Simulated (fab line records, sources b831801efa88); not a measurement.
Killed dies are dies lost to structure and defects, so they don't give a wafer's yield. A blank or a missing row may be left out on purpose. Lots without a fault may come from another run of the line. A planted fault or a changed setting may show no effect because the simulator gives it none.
Which tool did it? | flow sky130 | 14 lots, 42 wafers sampled, at 5 steps of a route of 708

WHAT THE GAUGES READ, wafer by wafer
SKY_VIA3_THK_MEAS_23: measures by xrf. Usual: VIA3_W_THK 395 nm, standard deviation 5.7.
lot  | measured     | on            | VIA3_W_THK (nm) | flag
L338 | day 40 23:58 | film_metro-01 | 393 393 396     |
L337 | day 41 01:23 | film_metro-04 | 392 388 395     |
L339 | day 41 04:59 | film_metro-03 | 389 389 393     |
L340 | day 41 06:34 | film_metro-04 | 386 392 390     |
L341 | day 41 13:13 | film_metro-01 | 395 401 398     |
L342 | day 41 22:37 | film_metro-03 | 389 388 389     |
L343 | day 42 08:11 | film_metro-01 | 395 391 388     |
L345 | day 42 10:19 | film_metro-01 | 407 390 406     |
L344 | day 42 10:49 | film_metro-03 | 401 395 400     |
L346 | day 42 19:10 | film_metro-04 | 397 397 394     |
L347 | day 43 04:49 | film_metro-04 | 396 411 408     |
L356 | day 45 08:26 | film_metro-01 | 396 395 392     |
L357 | day 45 15:58 | film_metro-03 | 391 405 406     |
L359 | day 46 07:37 | film_metro-03 | 394 395 392     |

SKY_VIA4_RS_MEAS_19: measures by four-point-probe. Usual: VIA4_W_RS 0.234 ohm/sq, standard deviation 0.0036.
lot  | measured     | on            | VIA4_W_RS (ohm/sq) | flag
L338 | day 44 00:29 | film_metro-02 | 0.234 0.235 0.236  |
L337 | day 44 03:37 | film_metro-04 | 0.237 0.232 0.233  |
L339 | day 44 07:50 | film_metro-03 | 0.238 0.234 0.233  |
L340 | day 44 09:05 | film_metro-02 | 0.232 0.228 0.233  |
L341 | day 44 16:10 | film_metro-04 | 0.239 0.234 0.241  |
L342 | day 44 22:25 | film_metro-04 | 0.236 0.238 0.229  |
L343 | day 45 10:22 | film_metro-04 | 0.238 0.237 0.235  |
L345 | day 45 11:31 | film_metro-04 | 0.226 0.230 0.226  |
L344 | day 45 11:31 | film_metro-02 | 0.237 0.234 0.238  |
L346 | day 45 19:19 | film_metro-02 | 0.232 0.234 0.226  |
L347 | day 46 03:00 | film_metro-03 | 0.229 0.236 0.231  |
L356 | day 48 02:23 | film_metro-04 | 0.237 0.237 0.240  |
L357 | day 48 10:06 | film_metro-02 | 0.233 0.228 0.233  |
L359 | day 48 23:27 | film_metro-02 | 0.227 0.230 0.230  |

WHICH TOOL RAN EACH LOT (tool, then ch and the chambers of the sampled wafers, then the start)
lot  | SKY_METAL4_ETCH_16                | SKY_METAL4_METAL_ETCH_18          | SKY_METAL4_STRIP_19
L338 | rie_metal-01 ch 0,1, day 42 23:07 | rie_metal-02 ch 0,1, day 42 23:14 | plasma_asher-01 ch 0,1, day 42 23:25
L337 | rie_metal-01 ch 0, day 43 01:53   | rie_metal-02 ch 0,1, day 43 02:00 | plasma_asher-01 ch 0,1, day 43 02:11
L339 | rie_metal-02 ch 0,1, day 43 05:40 | rie_metal-01 ch 0,1, day 43 05:47 | plasma_asher-01 ch 1, day 43 05:58
L340 | rie_metal-02 ch 0,1, day 43 07:33 | rie_metal-01 ch 0,1, day 43 07:40 | plasma_asher-03 ch 1, day 43 07:51
L341 | rie_metal-02 ch 0,1, day 43 14:50 | rie_metal-01 ch 0,1, day 43 14:57 | plasma_asher-04 ch 0,1, day 43 15:08
L342 | rie_metal-03 ch 0,1, day 43 21:49 | rie_metal-02 ch 0,1, day 43 21:56 | plasma_asher-03 ch 0,1, day 43 22:07
L343 | rie_metal-03 ch 0,1, day 44 09:32 | rie_metal-01 ch 0,1, day 44 09:39 | plasma_asher-03 ch 0,1, day 44 09:50
L345 | rie_metal-03 ch 0,1, day 44 11:09 | rie_metal-02 ch 0, day 44 11:16   | plasma_asher-03 ch 1, day 44 11:27
L344 | rie_metal-03 ch 0, day 44 11:23   | rie_metal-02 ch 0,1, day 44 11:30 | plasma_asher-01 ch 0,1, day 44 11:41
L346 | rie_metal-03 ch 0,1, day 44 19:22 | rie_metal-01 ch 0,1, day 44 19:29 | plasma_asher-03 ch 0,1, day 44 19:40
L347 | rie_metal-03 ch 0,1, day 45 03:39 | rie_metal-02 ch 0,1, day 45 03:46 | plasma_asher-04 ch 0,1, day 45 03:57
L356 | rie_metal-01 ch 0,1, day 47 03:22 | rie_metal-02 ch 0,1, day 47 03:29 | plasma_asher-03 ch 0,1, day 47 03:40
L357 | rie_metal-01 ch 0,1, day 47 11:25 | rie_metal-02 ch 0,1, day 47 11:32 | plasma_asher-03 ch 0,1, day 47 11:43
L359 | rie_metal-03 ch 1, day 48 01:56   | rie_metal-01 ch 0,1, day 48 02:03 | plasma_asher-04 ch 0,1, day 48 02:14
- SKY_METAL4_ETCH_16: etches BARC in N2/H2, stops on SiO2, time 88.2 s, target depth 60 nm.
- SKY_METAL4_METAL_ETCH_18: etches the open film in Cl2/BCl3, stops on SiO2, target depth 845 nm, time 183.1 s.
- SKY_METAL4_STRIP_19: strips in O2/N2.

WHAT THE TOOLS THEMSELVES READ (means of the sampled wafers that have a number; where no wafer has one, the mark that the record gives instead)
SKY_METAL4_ETCH_16. Usual: drypump_motor_current_A 5.72 A, standard deviation 0.3; oes_product_au 0.627 a.u., standard deviation 0.0043; rf_fwd_power_W 495.9 W, standard deviation 2; throttle_valve_pct 13.205 %, standard deviation 0.0084.
lot  | tool         | drypump_motor_current_A (A) | oes_product_au (a.u.) | rf_fwd_power_W (W) | throttle_valve_pct (%) | flag
L338 | rie_metal-01 | 5.86                        | 0.626                 | 494.4              | 13.212                 |
L337 | rie_metal-01 | 5.47                        | 0.625                 | 497.4              | 13.197                 |
L339 | rie_metal-02 | 6.06                        | 0.626                 | 497.7              | 13.210                 |
L340 | rie_metal-02 | 6.07                        | 0.626                 | 497.4              | 13.209                 |
L341 | rie_metal-02 | 6.07                        | 0.629                 | 497.6              | 13.205                 |
L342 | rie_metal-03 | 5.57                        | 0.625                 | 495.7              | 13.207                 |
L343 | rie_metal-03 | 5.55                        | 0.629                 | 495.0              | 13.209                 |
L345 | rie_metal-03 | 5.56                        | 0.631                 | 495.3              | 13.204                 |
L344 | rie_metal-03 | 5.70                        | 0.625                 | 492.7              | 13.204                 |
L346 | rie_metal-03 | 5.56                        | 0.625                 | 496.7              | 13.201                 |
L347 | rie_metal-03 | 5.64                        | 0.625                 | 492.7              | 13.210                 |
L356 | rie_metal-01 | 5.66                        | 0.631                 | 496.9              | 13.205                 |
L357 | rie_metal-01 | 5.85                        | 0.627                 | 495.0              | 13.207                 |
L359 | rie_metal-03 | 5.48                        | 0.628                 | 496.1              | 13.206                 |

SKY_METAL4_METAL_ETCH_18. Usual: bcl3_flow_sccm 29.99 sccm, standard deviation 0.09; drypump_motor_current_A 5.8 A, standard deviation 0.34; oes_product_au 0.865 a.u., standard deviation 0.0066; rf_fwd_power_W 896.3 W, standard deviation 3; throttle_valve_pct 22.265 %, standard deviation 0.0088.
lot  | tool         | bcl3_flow_sccm (sccm) | drypump_motor_current_A (A) | oes_product_au (a.u.) | rf_fwd_power_W (W) | throttle_valve_pct (%) | flag
L338 | rie_metal-02 | 29.93                 | 6.1                         | 0.867                 | 897.6              | 22.271                 |
L337 | rie_metal-02 | 30.05                 | 6.0                         | 0.867                 | 896.0              | 22.257                 |
L339 | rie_metal-01 | 30.05                 | 5.9                         | 0.876                 | 893.9              | 22.265                 |
L340 | rie_metal-01 | 30.15                 | 5.8                         | 0.865                 | 895.8              | 22.257                 |
L341 | rie_metal-01 | 29.99                 | 5.8                         | 0.863                 | 895.3              | 22.268                 |
L342 | rie_metal-02 | 29.85                 | 5.8                         | 0.862                 | 898.1              | 22.258                 |
L343 | rie_metal-01 | 29.98                 | 5.7                         | 0.862                 | 898.4              | 22.267                 |
L345 | rie_metal-02 | 30.01                 | 6.3                         | 0.856                 | 895.9              | 22.271                 |
L344 | rie_metal-02 | 29.99                 | 6.0                         | 0.870                 | 896.9              | 22.265                 |
L346 | rie_metal-01 | 30.00                 | 5.7                         | 0.869                 | 895.6              | 22.267                 |
L347 | rie_metal-02 | 29.91                 | 6.1                         | 0.865                 | 893.7              | 22.261                 |
L356 | rie_metal-02 | 29.92                 | 5.8                         | 0.871                 | 849.0              | 22.275                 | OFF
L357 | rie_metal-02 | 30.04                 | 5.8                         | 0.867                 | 853.1              | 22.264                 | OFF
L359 | rie_metal-01 | 30.00                 | 5.7                         | 0.865                 | 896.5              | 22.264                 |

SKY_METAL4_STRIP_19. Usual: drypump_motor_current_A 5.7 A, standard deviation 0.31; oes_product_au 0.504 a.u., standard deviation 0.0058; strip_time_to_endpoint_s 6.56 s, standard deviation 0.097.
lot  | tool            | drypump_motor_current_A (A) | oes_product_au (a.u.) | strip_time_to_endpoint_s (s) | flag
L338 | plasma_asher-01 | 5.5                         | 0.504                 | 6.53                         |
L337 | plasma_asher-01 | 5.4                         | 0.500                 | 6.43                         |
L339 | plasma_asher-01 | 5.7                         | 0.509                 | 6.64                         |
L340 | plasma_asher-03 | 5.7                         | 0.505                 | 6.62                         |
L341 | plasma_asher-04 | 6.0                         | 0.506                 | 6.67                         |
L342 | plasma_asher-03 | 5.6                         | 0.500                 | 6.53                         |
L343 | plasma_asher-03 | 5.7                         | 0.500                 | 6.51                         |
L345 | plasma_asher-03 | 5.7                         | 0.510                 | 6.62                         |
L344 | plasma_asher-01 | 5.5                         | 0.502                 | 6.54                         |
L346 | plasma_asher-03 | 5.6                         | 0.499                 | 6.47                         |
L347 | plasma_asher-04 | 6.0                         | 0.503                 | 6.57                         |
L356 | plasma_asher-03 | 5.7                         | 0.518                 | 6.83                         |
L357 | plasma_asher-03 | 5.6                         | 0.512                 | 6.78                         |
L359 | plasma_asher-04 | 6.1                         | 0.497                 | 6.50                         |

THE ANSWER, worked out from the rows above alone
Rule: a lot is off if the mean of its wafers that have a number lies more than 3 standard deviations from the usual mean. A lot without any number at a reading at which 4 lots or more have one is off too. The other lots that the step has rows for count as sound. The gauges are gone through in route order, then the tools' own readings, and for those a lot's mean is taken as printed above. The first step at which some lot is off is used, and at that step the reading that is off furthest; a lot without a number counts as furthest.
Off: L356, L357, at SKY_METAL4_METAL_ETCH_18 (rf_fwd_power_W).
A tool fits if, at that step or a process step before it, it ran every lot that is off, and no sound lot after the first of them. Can't be told from this: 2 tools fit, rie_metal-01 at SKY_METAL4_ETCH_16, rie_metal-02 at SKY_METAL4_METAL_ETCH_18.

WHAT THE SIMULATOR HAD PUT IN
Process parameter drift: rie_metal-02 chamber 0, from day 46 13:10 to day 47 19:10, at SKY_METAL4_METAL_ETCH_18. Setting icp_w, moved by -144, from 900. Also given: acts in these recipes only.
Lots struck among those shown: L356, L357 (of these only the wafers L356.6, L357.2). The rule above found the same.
